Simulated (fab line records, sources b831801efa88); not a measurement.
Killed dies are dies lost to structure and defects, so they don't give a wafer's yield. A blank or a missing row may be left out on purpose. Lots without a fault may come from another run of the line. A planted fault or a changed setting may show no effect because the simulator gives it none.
Which tool did it? | flow sky130 | 11 lots, 33 wafers sampled, at 6 steps of a route of 708

WHAT THE GAUGES READ, wafer by wafer
SKY_FIELD_ISO_THK_MEAS_02. Usual: FIELD_ISO_OXIDATION_00_THK 11.89 nm, standard deviation 0.28.
lot  | measured    | on            | FIELD_ISO_OXIDATION_00_THK (nm) | flag
L784 | day 1 11:38 | film_metro-04 | 11.78 11.75 11.70               |
L789 | day 2 13:19 | film_metro-02 | 12.20 12.30 12.29               |
L790 | day 2 17:39 | film_metro-01 | 11.92 11.82 12.11               |
L791 | day 2 22:38 | film_metro-02 | 11.47 11.48 11.52               |
L793 | day 3 08:38 | film_metro-02 | 11.77 11.89 11.80               |
L794 | day 3 14:20 | film_metro-02 | 11.66 11.65 11.70               |
L795 | day 3 18:48 | film_metro-01 | 11.77 11.71 11.82               |
L796 | day 3 23:38 | film_metro-04 | 11.66 11.79 11.63               |
L797 | day 4 04:38 | film_metro-02 | 11.94 11.80 11.72               |
L803 | day 5 12:22 | film_metro-04 | 12.03 12.10 12.11               |
L805 | day 5 21:44 | film_metro-04 | 12.07 12.20 12.06               |

SKY_NWELL_TW_MEAS_15. Usual: NWELL_TW 1817, standard deviation 10.
lot  | measured    | on            | NWELL_TW       | flag
L784 | day 4 13:16 | film_metro-02 | 1830 1824 1816 |
L789 | day 5 17:41 | film_metro-04 | 1837 1834 1829 |
L790 | day 5 22:52 | film_metro-04 | 1831 1827 1826 |
L791 | day 6 06:06 | film_metro-03 | 1818 1793 1800 |
L793 | day 6 16:54 | film_metro-03 | 1817 1828 1816 |
L794 | day 7 00:00 | film_metro-03 | 1808 1806 1808 |
L795 | day 7 05:30 | film_metro-03 | 1811 1821 1811 |
L796 | day 7 09:43 | film_metro-04 | 1820 1818 1819 |
L797 | day 7 16:51 | film_metro-03 | 1809 1808 1812 |
L803 | day 9 05:28 | film_metro-02 | 3384 3372 3377 | OFF
L805 | day 9 14:42 | film_metro-02 | 3358 3379 3393 | OFF

SKY_NWELL_RS_MEAS_29: measures by four-point-probe. Usual: NWELL_RS 624.4 ohm/sq, standard deviation 2.
lot  | measured     | on            | NWELL_RS (ohm/sq) | flag
L784 | day 5 07:12  | film_metro-03 | 628.2 628.1 627.0 |
L789 | day 6 12:26  | film_metro-04 | 622.4 623.2 621.9 |
L790 | day 6 18:09  | film_metro-04 | 623.5 623.6 622.7 |
L791 | day 7 01:31  | film_metro-04 | 623.5 625.4 624.8 |
L793 | day 7 12:40  | film_metro-03 | 626.2 625.9 623.4 |
L794 | day 7 20:34  | film_metro-02 | 624.3 623.2 625.3 |
L795 | day 8 00:43  | film_metro-04 | 623.6 623.8 624.6 |
L796 | day 8 06:46  | film_metro-04 | 625.3 624.5 624.5 |
L797 | day 8 14:23  | film_metro-03 | 623.8 624.4 625.5 |
L803 | day 10 03:01 | film_metro-04 | 202.9 203.0 203.0 | OFF
L805 | day 10 13:11 | film_metro-03 | 204.0 204.2 203.3 | OFF

WHICH TOOL RAN EACH LOT (tool, then ch and the chambers of the sampled wafers, then the start)
lot  | SKY_NWELL_IMPLANT_11           | SKY_NWELL_STRIP_14                  | SKY_NWELL_RTA_28
L784 | implanter-03 ch 0, day 4 12:44 | plasma_asher-01 ch 0,1, day 4 13:10 | rtp_anneal-01 ch 0, day 5 07:05
L789 | implanter-02 ch 0, day 5 17:08 | plasma_asher-04 ch 0,1, day 5 17:34 | rtp_anneal-02 ch 0, day 6 12:20
L790 | implanter-03 ch 0, day 5 22:21 | plasma_asher-03 ch 0,1, day 5 22:47 | rtp_anneal-01 ch 0, day 6 18:02
L791 | implanter-02 ch 0, day 6 05:33 | plasma_asher-04 ch 0,1, day 6 06:00 | rtp_anneal-01 ch 0, day 7 01:25
L793 | implanter-03 ch 0, day 6 16:21 | plasma_asher-03 ch 0,1, day 6 16:48 | rtp_anneal-01 ch 0, day 7 12:34
L794 | implanter-02 ch 0, day 6 23:27 | plasma_asher-04 ch 0,1, day 6 23:54 | rtp_anneal-02 ch 0, day 7 20:28
L795 | implanter-03 ch 0, day 7 04:57 | plasma_asher-04 ch 0,1, day 7 05:24 | rtp_anneal-01 ch 0, day 8 00:37
L796 | implanter-03 ch 0, day 7 09:10 | plasma_asher-04 ch 1, day 7 09:37   | rtp_anneal-02 ch 0, day 8 06:34
L797 | implanter-01 ch 0, day 7 16:18 | plasma_asher-01 ch 0,1, day 7 16:45 | rtp_anneal-01 ch 0, day 8 14:17
L803 | implanter-02 ch 0, day 9 04:55 | plasma_asher-04 ch 0,1, day 9 05:22 | rtp_anneal-01 ch 0, day 10 02:55
L805 | implanter-02 ch 0, day 9 14:11 | plasma_asher-03 ch 0,1, day 9 14:36 | rtp_anneal-02 ch 0, day 10 13:02
- SKY_NWELL_IMPLANT_11
- SKY_NWELL_STRIP_14: strips in O2/N2.
- SKY_NWELL_RTA_28: time 30 s.

WHAT THE TOOLS THEMSELVES READ (means of the sampled wafers that have a number; where no wafer has one, the mark that the record gives instead)
SKY_NWELL_IMPLANT_11. Usual: beam_energy_keV 399.99, standard deviation 0.11; beam_on_s 10.00 s, standard deviation 0.22; dose_ions_cm2 1.9002e+13, standard deviation 2e+10; faraday_current_uA 107.2, standard deviation 2.3.
lot  | tool         | beam_energy_keV | beam_on_s (s) | dose_ions_cm2 | faraday_current_uA | flag
L784 | implanter-03 | 400.03          | 10.02         | 1.8997e+13    | 106.9              |
L789 | implanter-02 | 399.98          | 10.03         | 1.8997e+13    | 106.8              |
L790 | implanter-03 | 400.15          | 10.03         | 1.9011e+13    | 107.0              |
L791 | implanter-02 | 399.96          | 9.86          | 1.9001e+13    | 108.5              |
L793 | implanter-03 | 400.11          | 10.10         | 1.8990e+13    | 106.3              |
L794 | implanter-02 | 400.15          | 10.16         | 1.8988e+13    | 105.5              |
L795 | implanter-03 | 399.93          | 9.86          | 1.8959e+13    | 108.8              |
L796 | implanter-03 | 399.97          | 10.08         | 1.9009e+13    | 106.3              |
L797 | implanter-01 | 400.00          | 10.10         | 1.9011e+13    | 106.1              |
L803 | implanter-02 | 399.94          | 57.69         | 1.4234e+14    | 139.5              | OFF
L805 | implanter-02 | 399.97          | 56.16         | 1.4234e+14    | 143.1              | OFF

SKY_NWELL_STRIP_14. Usual: drypump_motor_current_A 6.0 A, standard deviation 0.44; n2_flow_sccm 300.0 sccm, standard deviation 0.84; oes_product_au 0.723 a.u., standard deviation 0.0046; strip_time_to_endpoint_s 36.96 s, standard deviation 0.098.
lot  | tool            | drypump_motor_current_A (A) | n2_flow_sccm (sccm) | oes_product_au (a.u.) | strip_time_to_endpoint_s (s) | flag
L784 | plasma_asher-01 | 5.7                         | 299.9               | 0.721                 | 36.93                        |
L789 | plasma_asher-04 | 6.0                         | 301.3               | 0.723                 | 36.98                        |
L790 | plasma_asher-03 | 5.7                         | 299.8               | 0.728                 | 36.86                        |
L791 | plasma_asher-04 | 6.1                         | 299.1               | 0.723                 | 36.92                        |
L793 | plasma_asher-03 | 5.7                         | 300.0               | 0.718                 | 37.04                        |
L794 | plasma_asher-04 | 6.0                         | 298.9               | 0.722                 | 36.97                        |
L795 | plasma_asher-04 | 6.3                         | 300.0               | 0.719                 | 36.96                        |
L796 | plasma_asher-04 | 5.8                         | 300.0               | 0.718                 | 36.97                        |
L797 | plasma_asher-01 | 6.1                         | 300.0               | 0.722                 | 37.00                        |
L803 | plasma_asher-04 | 6.0                         | 299.8               | 0.725                 | 37.14                        |
L805 | plasma_asher-03 | 5.6                         | 300.2               | 0.721                 | 36.98                        |

SKY_NWELL_RTA_28. Usual: chamber_o2_ppm 2.001, standard deviation 0.021; lamp_power_pct 25.30 %, standard deviation 0.06; wafer_temp_C_max 1054.9, standard deviation 0.95.
lot  | tool          | chamber_o2_ppm | lamp_power_pct (%) | wafer_temp_C_max | flag
L784 | rtp_anneal-01 | 2.010          | 25.30              | 1054.5           |
L789 | rtp_anneal-02 | 2.021          | 25.33              | 1055.5           |
L790 | rtp_anneal-01 | 2.010          | 25.25              | 1054.3           |
L791 | rtp_anneal-01 | 1.984          | 25.33              | 1054.9           |
L793 | rtp_anneal-01 | 1.992          | 25.27              | 1054.7           |
L794 | rtp_anneal-02 | 1.995          | 25.31              | 1054.5           |
L795 | rtp_anneal-01 | 1.972          | 25.31              | 1055.0           |
L796 | rtp_anneal-02 | 2.022          | 25.27              | 1055.2           |
L797 | rtp_anneal-01 | 1.985          | 25.28              | 1055.5           |
L803 | rtp_anneal-01 | 2.036          | 25.32              | 1055.0           |
L805 | rtp_anneal-02 | 2.016          | 25.30              | 1055.1           |

THE ANSWER, worked out from the rows above alone
Rule: a lot is off if the mean of its wafers that have a number lies more than 3 standard deviations from the usual mean. A lot without any number at a reading at which 4 lots or more have one is off too. The other lots that the step has rows for count as sound. The gauges are gone through in route order, then the tools' own readings, and for those a lot's mean is taken as printed above. The first step at which some lot is off is used, and at that step the reading that is off furthest; a lot without a number counts as furthest.
Off: L803, L805, at SKY_NWELL_TW_MEAS_15 (NWELL_TW).
A tool fits if, at a process step before that reading, it ran every lot that is off, and no sound lot after the first of them. The gauges at SKY_NWELL_TW_MEAS_15 aren't tried: what is off there is off at SKY_NWELL_RS_MEAS_29 too, on other tools, and a gauge's error can't cause that. One fits: implanter-02 at SKY_NWELL_IMPLANT_11. Its last sound lot is L794 (day 6 23:27), its first lot that is off L803 (day 9 04:55): a fault that began between those two fits.
The tool's own readings at SKY_NWELL_IMPLANT_11 bear it out: on the lots that are off they differ by more than 5 times the standard deviation of the sound lots' means. beam_on_s reads 56.92 s there against 10.03 s on the sound lots; dose_ions_cm2 reads 1.4234e+14 there against 1.8996e+13 on the sound lots; faraday_current_uA reads 141.3 there against 106.9 on the sound lots.

WHAT THE SIMULATOR HAD PUT IN
Process parameter drift: implanter-02, from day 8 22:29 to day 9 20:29, at SKY_NWELL_IMPLANT_11. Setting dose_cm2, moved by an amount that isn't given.
Lots struck among those shown: L803, L805. The rule above found the same.
